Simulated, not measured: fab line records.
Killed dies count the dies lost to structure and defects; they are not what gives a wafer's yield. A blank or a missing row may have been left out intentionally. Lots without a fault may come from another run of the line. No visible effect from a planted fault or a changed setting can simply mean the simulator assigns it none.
fab line records	flow sky130
[record] lots = 7	wafers = 21	lastDay = 46
route steps=708 shown LDD_HVP@286 LDD_LDN@289 PAD_OPEN@708
lots with no fault: from the same line, run without faults
startH: hours from the record's opening day to when the first of the lot's shown wafers began	waitH: hours elapsed since this lot's preceding step	" the same as in the row above	L1.1+2: a row that stands for several wafers	- no value, or no start was given	* or withheld: withheld	< > ~ a bound
route shown NAME@n: names a module that has steps shown in the file, with the first one's number in the route	usual: mean and standard deviation over wafers with no fault	same: alike in all rows	chamber/n: place in a boat	sites: per-site readings	_std_site: their standard deviation	_edge_site: the outer-site mean with the inner-site mean subtracted	radiusMm: how far each site lies from the wafer's centre	mask NAME#n: copy n	behind: the most recent tool/chamber to have shaped the wafer	hold: why the lot went on hold/how many hours it stayed there/how the hold came to an end	device: names the non-switching transistor (n, p or np)	end of line: the same wafers' tests at the end of the route	where a step has no rows: the recipe by itself	killed: count of dies lost to structure and defects at first sort (not the wafer's yield)	map: dies across one wafer; x = killed, . = not, _ = none there
set.NAME: the run value of the setting; set.NAME@STEP: its run value at that earlier step	model.NAME: the simulator's own value behind a step, which no gauge read
lots at some steps of the route; a table a step, a row a wafer
services: from which hour (startH, from the record's first day; less than 0 if before it) a tool's chamber was out of use, for how many hours, and why
[[steps]]
[step SKY_LDD_HVP_IMPLANT_08]
[recipe] species = B	energyKev = 20.15	doseCm2 = 1.7e+13	tiltDeg = 17.9
[step SKY_LDD_HVP_STRIP_09]
[recipe] chemistry = O2/N2	powerW = 1400	pressureMtorr = 1500	platenTempC = withheld	o2FlowSccm = 3000	n2FlowSccm = 300	overashFraction = 0.5
[usual] drypumpMotorCurrentA = 6.0/0.44	oesProductAu = 0.408/0.0049	stripTimeToEndpointS = 4.134/0.013
lot.wafer	tool	chamber	startH	waitH	drypumpMotorCurrentA	oesProductAu	rfHoursCounterH	stripTimeToEndpointS
L288.1	plasmaAsher-02	0	489.57	0.1	5.5	0.419	39	4.132
L288.4	"	0	"	"	5.5	0.408	-	4.139
L288.5	"	1	"	"	6.0	0.406	-	4.128
L289.1	plasmaAsher-02	1	506.63	0.1	6.0	0.407	41	4.152
L289.4	"	0	"	"	5.5	0.404	-	4.139
L289.5	"	0	"	"	5.5	0.416	-	4.139
L290.2	plasmaAsher-03	0	512.27	0.1	6.4	0.402	8	4.148
L290.3	"	1	"	"	6.4	0.407	-	4.156
L290.4	"	0	"	"	6.4	0.407	-	4.131
L291.1	plasmaAsher-03	0	516.38	0.1	6.4	0.414	9	4.123
L291.3	"	0	"	"	6.4	0.405	-	4.120
L291.5	"	0	"	"	6.4	0.405	-	4.133
L292.2	plasmaAsher-03	0	537.97	0.1	6.4	0.406	11	4.136
L292.4	"	0	"	"	6.4	0.397	-	4.151
L292.6	"	1	"	"	6.4	0.410	-	4.138
L293.1	plasmaAsher-02	1	543.98	0.1	6.0	0.409	43	4.124
L293.3	"	1	"	"	6.0	0.402	-	4.129
L293.6	"	0	"	"	5.5	0.406	-	4.127
L294.1	plasmaAsher-04	0	553.95	0.1	5.4	0.414	87	4.119
L294.2	"	1	"	"	6.7	0.412	87	4.128
L294.6	"	0	"	"	5.4	0.409	-	4.127
[step SKY_LDD_HVP_TW_MEAS_10]
[usual] LDD_HVP_TW = 455.9/2.6
lot.wafer	tool	chamber	startH	waitH	LDD_HVP_TW
L288.1	filmMetro-03	-	489.67	0.1	457.2
L288.4	"	-	"	"	455.8
L288.5	"	-	"	"	456.8
L289.1	filmMetro-04	-	506.73	0.1	452.2
L289.4	"	-	"	"	455.6
L289.5	"	-	"	"	450.4
L290.2	filmMetro-03	-	512.38	0.1	456.7
L290.3	"	-	"	"	458.5
L290.4	"	-	"	"	454.8
L291.1	filmMetro-03	-	516.48	0.1	456.8
L291.3	"	-	"	"	456.6
L291.5	"	-	"	"	457.0
L292.2	filmMetro-02	-	538.08	0.1	459.0
L292.4	"	-	"	"	457.1
L292.6	"	-	"	"	457.7
L293.1	filmMetro-04	-	544.08	0.1	452.6
L293.3	"	-	"	"	452.2
L293.6	"	-	"	"	454.0
L294.1	filmMetro-03	-	554.05	0.1	457.3
L294.2	"	-	"	"	456.7
L294.6	"	-	"	"	455.9
[step SKY_LDD_LDN_DEHYDRATE_00]
[recipe] tempC = 200	timeS = 60
[step SKY_LDD_LDN_HMDS_01]
[recipe] primeTimeS = 60	primeTempC = 120
[step SKY_LDD_LDN_COAT_02]
[recipe] resist = NOVOLAK	spinRpm = 3000	resistThkNm = 1140
[step SKY_LDD_LDN_SOFTBAKE_03]
[recipe] tempC = 90	timeS = 60	resist = NOVOLAK
[step SKY_LDD_LDN_EXPOSE_04]
[recipe] maskId = LDNTM	na = 0.6	sourceShape = conventional	sigmaOuter = 0.6	polarization = unpolarized	targetCdNm = 700	doseMj = 140
[step SKY_LDD_LDN_PEB_05]
[recipe] tempC = withheld	timeS = *	resist = NOVOLAK
[step SKY_LDD_LDN_DEVELOP_06]
[recipe] resist = NOVOLAK	developer = TMAH	developTimeS = 60	devTempC = 23
[step SKY_LDD_LDN_OVL_MEAS_07]
[usual] LDD_LDN_OVL = -0.3/1.5
lot.wafer	tool	chamber	startH	waitH	LDD_LDN_OVL[nm]
L288.1	overlay-01	-	520.18	0.1	-2.6
L288.4	"	-	"	"	-0.8
L288.5	"	-	"	"	-1.6
L289.1	overlay-02	-	537.18	0.1	-3.7
L289.4	"	-	"	"	-3.1
L289.5	"	-	"	"	-3.2
L290.2	overlay-01	-	542.25	0.1	2.1
L290.3	"	-	"	"	0.2
L290.4	"	-	"	"	2.2
L291.1	overlay-02	-	545.69	0.1	0.9
L291.3	"	-	"	"	-1.6
L291.5	"	-	"	"	-0.3
L292.2	overlay-02	-	568.04	0.1	-1.9
L292.4	"	-	"	"	-2.7
L292.6	"	-	"	"	-1.1
L293.1	overlay-01	-	574.33	0.1	0.8
L293.3	"	-	"	"	0.2
L293.6	"	-	"	"	0.3
L294.1	overlay-01	-	583.54	0.1	1.0
L294.2	"	-	"	"	-0.4
L294.6	"	-	"	"	1.1
[step SKY_LDD_LDN_IMPLANT_08]
[recipe] species = As	energyKev = 15	doseCm2 = 1.25e+13	tiltDeg = withheld	rotationDeg = 23
[step SKY_LDD_LDN_IMPLANT_09]
[recipe] species = As	energyKev = 15	doseCm2 = 1.25e+13	tiltDeg = withheld	rotationDeg = 113
[usual] implantIonAmu = 75/0	rotationDeg = 113.00/0.024
lot.wafer	tool	chamber	startH	waitH	implantIonAmu	rotationDeg	model.implant.rpNm	model.implant.drpNm
L288.1	implanter-04	0	520.37	0.1	75	113.02	13.01	5.933
L288.4	"	0	"	"	75	112.99	13.01	5.933
L288.5	"	0	"	"	75	113.02	13.01	5.933
L289.1	implanter-02	0	537.37	0.1	75	112.96	12.61	5.933
L289.4	"	0	"	"	75	112.97	12.61	5.933
L289.5	"	0	"	"	75	112.96	12.61	5.933
L290.2	implanter-04	0	542.45	0.1	75	113.03	12.39	5.933
L290.3	"	0	"	"	75	113.02	12.39	5.933
L290.4	"	0	"	"	75	112.99	12.39	5.933
L291.1	implanter-02	0	545.88	0.1	75	113.01	12.76	5.933
L291.3	"	0	"	"	75	112.99	12.76	5.933
L291.5	"	0	"	"	75	112.98	12.76	5.933
L292.2	implanter-02	0	568.24	0.1	31	112.97	22.85	10.9
L292.4	"	0	"	"	31	113.01	22.85	10.9
L292.6	"	0	"	"	31	113.00	22.85	10.9
L293.1	implanter-02	0	574.52	0.1	31	112.97	22.44	10.9
L293.3	"	0	"	"	31	112.99	22.44	10.9
L293.6	"	0	"	"	31	112.94	22.44	10.9
L294.1	implanter-03	0	583.73	0.1	31	112.99	23.43	10.9
L294.2	"	0	"	"	31	113.01	23.43	10.9
L294.6	"	0	"	"	31	113.00	23.43	10.9
[step SKY_LDD_LDN_IMPLANT_10]
[recipe] species = As	energyKev = 15	doseCm2 = 1.25e+13	tiltDeg = withheld	rotationDeg = 203
[step SKY_LDD_LDN_IMPLANT_11]
[recipe] species = As	energyKev = 15	doseCm2 = 1.25e+13	tiltDeg = withheld	rotationDeg = 293
[step SKY_LDD_LDN_STRIP_12]
[recipe] chemistry = O2/N2	powerW = 1400	pressureMtorr = 1500	platenTempC = withheld	o2FlowSccm = 3000	n2FlowSccm = 300	overashFraction = 0.5
[usual] drypumpMotorCurrentA = 5.9/0.5	oesProductAu = 0.716/0.0049	stripTimeToEndpointS = 14.18/0.037
lot.wafer	tool	chamber	startH	waitH	drypumpMotorCurrentA	oesProductAu	rfHoursCounterH	stripTimeToEndpointS
L288.1	plasmaAsher-04	0	520.82	0.1	5.3	0.712	84	14.17
L288.4	"	1	"	"	6.7	0.726	-	14.20
L288.5	"	0	"	"	5.4	0.717	-	14.26
L289.1	plasmaAsher-01	0	537.82	0.1	6.0	0.712	66	14.20
L289.4	"	1	"	"	5.7	0.714	-	14.20
L289.5	"	0	"	"	5.9	0.707	-	14.19
L290.2	plasmaAsher-04	1	542.88	0.1	6.7	0.710	87	14.28
L290.3	"	0	"	"	5.3	0.719	-	14.21
L290.4	"	1	"	"	6.7	0.718	-	14.24
L291.1	plasmaAsher-02	0	546.33	0.1	5.5	0.713	44	14.18
L291.3	"	0	"	"	5.5	0.718	-	14.19
L291.5	"	0	"	"	5.5	0.714	-	14.15
L292.2	plasmaAsher-02	1	568.67	0.1	5.9	0.726	46	14.13
L292.4	"	1	"	"	5.9	0.721	-	14.14
L292.6	"	1	"	"	5.9	0.708	-	14.12
L293.1	plasmaAsher-04	0	574.97	0.1	5.3	0.717	89	14.19
L293.3	"	1	"	"	6.7	0.712	-	14.18
L293.6	"	1	"	"	6.7	0.718	-	14.13
L294.1	plasmaAsher-01	0	584.18	0.1	6.0	0.715	70	14.13
L294.2	"	1	"	"	5.6	0.713	70	14.14
L294.6	"	0	"	"	6.0	0.711	-	14.17
[step SKY_LDD_LDN_TW_MEAS_13]
[usual] LDD_LDN_TW = 1476/7.4
lot.wafer	tool	chamber	startH	waitH	LDD_LDN_TW
L288.1	filmMetro-04	-	520.92	0.1	1461
L288.4	"	-	"	"	1464
L288.5	"	-	"	"	1467
L289.1	filmMetro-03	-	537.92	0.1	1467
L289.4	"	-	"	"	1483
L289.5	"	-	"	"	1476
L290.2	filmMetro-03	-	542.99	0.1	1473
L290.3	"	-	"	"	1477
L290.4	"	-	"	"	1480
L291.1	filmMetro-04	-	546.43	0.1	1474
L291.3	"	-	"	"	1467
L291.5	"	-	"	"	1470
L292.2	filmMetro-03	-	568.78	0.1	1418
L292.4	"	-	"	"	1420
L292.6	"	-	"	"	1417
L293.1	filmMetro-04	-	575.07	0.1	1403
L293.3	"	-	"	"	1405
L293.6	"	-	"	"	1401
L294.1	filmMetro-03	-	584.28	0.1	1412
L294.2	"	-	"	"	1415
L294.6	"	-	"	"	1410
[step SKY_LDD_LDN_CLEAN_14]
[recipe] chemistry = SC1/SC2	mix = 1:4:20	tempC = 70	timeS = 150	dry = n2Spin
[step SKY_PAD_OPEN_PROBE_99]
[usual] killed_at_M0_to_M3 = 45/6.8	killed_at_M4_up = 3.0/1.7	killedAtContacts = 25/5.7	killedAtFrontEnd = 15/4.6	killedAtOther = 0.3/0.66	killedDies = 88/9.5	killedOpen = 48/7.3	killedShort = 39/6.5
[same] grossDies = 492	killedAtBackSide = 0
lot.wafer	tool	chamber	startH	waitH	killed_at_M0_to_M3	killed_at_M4_up	killedAtContacts	killedAtFrontEnd	killedAtOther	killedDies	killedOpen	killedShort	model.etest.tipSonos.rsOhmSq	model.etest.sonosUncharged.rOnOhmUm	model.etest.sonosProgrammed.offLog10AUm	model.etest.sonosProgrammed.vtV	model.etest.sonosUncharged.vtV	model.etest.sonosBaked.vtV	model.etest.sonosErased.vtV
L288.1	prober-01	-	1071.60	0.1	47	5	26	21	0	99	47	51	2569	816	-14.01	1.445	-0.4444	0.9186	-2.253
L288.4	prober-01	-	1071.75	0.2	40	3	29	26	0	98	52	46	2546	815.1	-13.97	1.361	-0.4124	0.9118	-2.191
L288.5	prober-01	-	1071.80	0.2	33	4	22	15	0	74	40	34	2568	796.7	-14.02	1.383	-0.4932	0.9147	-2.26
L289.1	prober-02	-	1081.84	0.1	56	4	32	7	0	99	57	42	2677	823.6	-14	1.522	-0.4339	1.003	-2.265
L289.4	prober-02	-	1081.99	0.2	53	1	24	16	0	94	59	35	2648	829.4	-14.01	1.495	-0.4168	1.012	-2.302
L289.5	prober-02	-	1082.04	0.2	45	2	24	19	0	90	44	46	2678	821	-13.88	1.551	-0.417	1.056	-2.276
L290.2	prober-01	-	1088.25	0.1	42	3	15	15	1	76	37	38	2705	814.4	-13.86	1.448	-0.4201	0.9713	-2.264
L290.3	prober-01	-	1088.30	0.2	52	1	21	19	0	93	53	39	2720	820.8	-14.04	1.436	-0.431	0.9502	-2.122
L290.4	prober-01	-	1088.35	0.2	32	1	28	16	0	77	51	25	2670	792	-14.02	1.386	-0.4926	0.9336	-2.243
L291.1	prober-01	-	1088.58	0.1	34	2	33	18	0	87	50	36	2519	819.5	-14.03	1.33	-0.4496	0.8335	-2.16
L291.3	prober-01	-	1088.68	0.2	39	2	27	15	0	83	60	23	2508	807	-13.96	1.339	-0.4795	0.8898	-2.188
L291.5	prober-01	-	1088.78	0.2	42	3	21	12	0	78	40	38	2483	814.4	-13.84	1.442	-0.4424	0.9371	-2.302
L292.2	prober-02	-	1104.56	0.1	48	4	28	15	0	95	41	54	1890	767.1	-12.39	1.313	-0.5631	0.8161	-2.406
L292.4	prober-02	-	1104.66	0.2	39	6	20	12	0	77	39	38	1868	787.8	-11.89	1.222	-0.5339	0.7867	-2.361
L292.6	prober-02	-	1104.76	0.2	56	3	36	16	1	112	62	50	1868	768.1	-11.7	1.238	-0.5841	0.7324	-2.367
L293.1	prober-01	-	1108.15	0.1	52	0	30	17	0	99	51	48	1921	765	-12.27	1.32	-0.5578	0.8263	-2.376
L293.3	prober-01	-	1108.25	0.2	46	3	27	21	0	97	52	45	1924	756	-12.3	1.339	-0.5878	0.8513	-2.432
L293.6	prober-01	-	1108.40	0.2	46	4	19	17	1	87	50	37	1881	775.5	-12.68	1.306	-0.561	0.8328	-2.369
L294.1	prober-02	-	1112.06	0.1	43	6	27	17	0	93	54	39	1878	760.2	-11.73	1.292	-0.5877	0.7866	-2.371
L294.2	prober-02	-	1112.11	0.1	57	2	26	20	0	105	58	47	1864	756.1	-10.83	1.2	-0.5736	0.7384	-2.32
L294.6	prober-02	-	1112.31	0.2	38	1	30	14	0	83	39	44	1857	767.5	-11.43	1.289	-0.536	0.8103	-2.382
// killed by level:class
L288.1 VIA1:geometricParticle:open=13 CONTACT:geometricParticle:open=12 FIELD_ISO:geometricParticle:short=9 VIA1:geometricParticle:short=7 METAL2:geometricParticle:short=7 METAL1:geometricParticle:short=6 VIA2:geometricParticle:open=6 FIELD_ISO:geometricParticle:open=4
L288.4 LI_CONTACT:geometricParticle:open=10 VIA2:geometricParticle:open=9 POLY_GATE:geometricParticle:short=7 VIA1:geometricParticle:open=7 CONTACT:geometricParticle:open=7 METAL2:geometricParticle:short=6 FIELD_ISO:geometricParticle:open=5 LI_CONTACT:geometricParticle:short=5
L288.5 CONTACT:geometricParticle:open=9 VIA2:geometricParticle:open=9 FIELD_ISO:geometricParticle:open=5 LOCAL_INTERCONNECT:geometricParticle:short=5 VIA1:geometricParticle:open=5 FIELD_ISO:geometricParticle:short=4 LI_CONTACT:geometricParticle:open=4 VIA1:geometricParticle:short=4
L289.1 VIA1:geometricParticle:open=20 CONTACT:geometricParticle:open=12 VIA1:geometricParticle:short=11 LI_CONTACT:geometricParticle:open=9 VIA2:geometricParticle:open=7 LOCAL_INTERCONNECT:geometricParticle:short=5 CONTACT:geometricParticle:short=5 METAL1:geometricParticle:short=5
L289.4 VIA1:geometricParticle:open=14 LI_CONTACT:geometricParticle:open=11 VIA2:geometricParticle:open=9 METAL2:geometricParticle:short=8 VIA3:geometricParticle:open=7 CONTACT:geometricParticle:open=6 METAL1:geometricParticle:short=5 LOCAL_INTERCONNECT:geometricParticle:short=4
L289.5 VIA1:geometricParticle:open=11 CONTACT:geometricParticle:open=10 FIELD_ISO:geometricParticle:short=7 METAL2:geometricParticle:short=6 LI_CONTACT:geometricParticle:open=6 VIA2:geometricParticle:short=6 VIA2:geometricParticle:open=6 LI_CONTACT:geometricParticle:short=5
L290.2 VIA1:geometricParticle:open=10 LI_CONTACT:geometricParticle:open=7 VIA1:geometricParticle:short=7 METAL1:geometricParticle:short=7 VIA3:geometricParticle:open=5 VIA2:geometricParticle:open=5 POLY_GATE:geometricParticle:open=4 VIA2:geometricParticle:short=4
L290.3 VIA1:geometricParticle:open=12 VIA2:geometricParticle:open=11 VIA1:geometricParticle:short=7 VIA3:geometricParticle:open=7 POLY_GATE:geometricParticle:open=6 FIELD_ISO:geometricParticle:short=5 CONTACT:geometricParticle:short=5 LI_CONTACT:geometricParticle:open=5
L290.4 LI_CONTACT:geometricParticle:open=11 VIA1:geometricParticle:open=8 CONTACT:geometricParticle:open=7 FIELD_ISO:geometricParticle:open=5 CONTACT:geometricParticle:short=5 METAL2:geometricParticle:short=5 VIA1:geometricParticle:short=4 VIA2:geometricParticle:open=4
L291.1 LI_CONTACT:geometricParticle:open=11 CONTACT:geometricParticle:short=10 VIA1:geometricParticle:open=7 POLY_GATE:geometricParticle:open=6 LOCAL_INTERCONNECT:geometricParticle:short=5 CONTACT:geometricParticle:open=5 VIA3:geometricParticle:open=5 FIELD_ISO:geometricParticle:open=4
L291.3 CONTACT:geometricParticle:open=13 LI_CONTACT:geometricParticle:open=11 VIA1:geometricParticle:open=10 VIA3:geometricParticle:open=6 FIELD_ISO:geometricParticle:open=5 METAL1:geometricParticle:short=5 METAL2:geometricParticle:short=4 POLY_GATE:geometricParticle:open=3
L291.5 VIA1:geometricParticle:open=6 CONTACT:geometricParticle:open=6 VIA3:geometricParticle:open=6 METAL1:geometricParticle:short=6 VIA2:geometricParticle:open=6 METAL2:geometricParticle:short=5 POLY_GATE:geometricParticle:open=4 CONTACT:geometricParticle:short=4
L292.2 CONTACT:geometricParticle:open=9 METAL2:geometricParticle:short=9 VIA1:geometricParticle:open=8 VIA2:geometricParticle:open=8 POLY_GATE:geometricParticle:short=7 LI_CONTACT:geometricParticle:open=6 VIA2:geometricParticle:short=6 CONTACT:geometricParticle:short=5
L292.4 CONTACT:geometricParticle:short=7 VIA1:geometricParticle:open=7 CONTACT:geometricParticle:open=6 VIA2:geometricParticle:short=6 VIA2:geometricParticle:open=6 METAL2:geometricParticle:short=5 VIA1:geometricParticle:short=4 VIA3:geometricParticle:open=4
L292.6 VIA1:geometricParticle:open=14 LI_CONTACT:geometricParticle:open=12 CONTACT:geometricParticle:open=11 LOCAL_INTERCONNECT:geometricParticle:short=8 VIA1:geometricParticle:short=6 VIA2:geometricParticle:open=6 FIELD_ISO:geometricParticle:short=5 VIA3:geometricParticle:short=5
L293.1 VIA1:geometricParticle:open=10 VIA2:geometricParticle:open=8 CONTACT:geometricParticle:open=8 METAL2:geometricParticle:short=7 LI_CONTACT:geometricParticle:open=7 CONTACT:geometricParticle:short=7 VIA3:geometricParticle:short=6 VIA3:geometricParticle:open=6
L293.3 LI_CONTACT:geometricParticle:open=9 CONTACT:geometricParticle:open=8 VIA1:geometricParticle:open=8 VIA1:geometricParticle:short=7 VIA2:geometricParticle:open=7 POLY_GATE:geometricParticle:open=5 CONTACT:geometricParticle:short=5 VIA2:geometricParticle:short=5
L293.6 VIA1:geometricParticle:open=9 VIA1:geometricParticle:short=8 VIA2:geometricParticle:open=8 FIELD_ISO:geometricParticle:open=5 POLY_GATE:geometricParticle:open=5 CONTACT:geometricParticle:short=5 LI_CONTACT:geometricParticle:open=5 CONTACT:geometricParticle:open=5
L294.1 CONTACT:geometricParticle:open=14 VIA2:geometricParticle:open=9 METAL1:geometricParticle:short=8 LI_CONTACT:geometricParticle:open=5 VIA1:geometricParticle:open=5 POLY_GATE:geometricParticle:short=4 POLY_GATE:geometricParticle:open=4 LI_CONTACT:geometricParticle:short=4
L294.2 VIA1:geometricParticle:open=13 CONTACT:geometricParticle:open=11 VIA2:geometricParticle:open=9 VIA3:geometricParticle:open=7 FIELD_ISO:geometricParticle:open=6 LI_CONTACT:geometricParticle:open=6 VIA1:geometricParticle:short=6 FIELD_ISO:geometricParticle:short=5
L294.6 VIA1:geometricParticle:open=9 CONTACT:geometricParticle:short=7 VIA1:geometricParticle:short=6 LI_CONTACT:geometricParticle:short=6 LI_CONTACT:geometricParticle:open=6 LOCAL_INTERCONNECT:geometricParticle:short=6 VIA2:geometricParticle:open=6 CONTACT:geometricParticle:open=5
[[services]]
tool	chamber	startH	hours	kind
plasmaAsher-04	-	478.29	0.9	repair
plasmaAsher-03	-	494.54	0.5	repair
implanter-03	-	494.88	80.7	pm
plasmaAsher-02	-	515.58	13.3	repair
implanter-02	-	521.89	2.9	repair
plasmaAsher-04	-	543.83	2.8	pm
implanter-02	-	556.36	4.4	pm
implanter-04	-	567.74	1.7	repair
implanter-03	-	575.57	2.2	pm
[[key]]
[firstSign] step = SKY_LDD_LDN_IMPLANT_09	reading = implantIonAmu	direction = down	sigmas = 99+	usual = 75	struck = 31
[effect] step = SKY_LDD_LDN_TW_MEAS_13	reading = LDD_LDN_TW	direction = down	sigmas = 8.9	usual = 1476	struck = 1411
[modelEffect] step = SKY_LDD_LDN_IMPLANT_09	value = implant.rpNm	without = 12.88	struck = 22.91
[modelEffect] step = SKY_PAD_OPEN_PROBE_99	value = etest.tipSonos.rsOhmSq	without = 2620	struck = 1884
metAt SKY_LDD_LDN_IMPLANT_09
struckWafers L292.2,L292.4,L292.6,L293.1,L293.3,L293.6,L294.1,L294.2,L294.6
testerLeftOut L292,L293,L294
onsetBetween 545.88 568.24
[fault] kind = wrongRecipeDownload	tool = implanter-02,implanter-03,implanter-04	chamber = -	onsetH = 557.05	steps = SKY_LDD_LDN_IMPLANT_09	wrongRecipe.notListed = 1
// testerLeftOut: of these lots the tester's yield and bins aren't shown, on N5 and GAA mostly nor the transistor test; their killed dies are dies lost to structure and defects alone, not to doping, threshold or leakage, so they don't give the yield
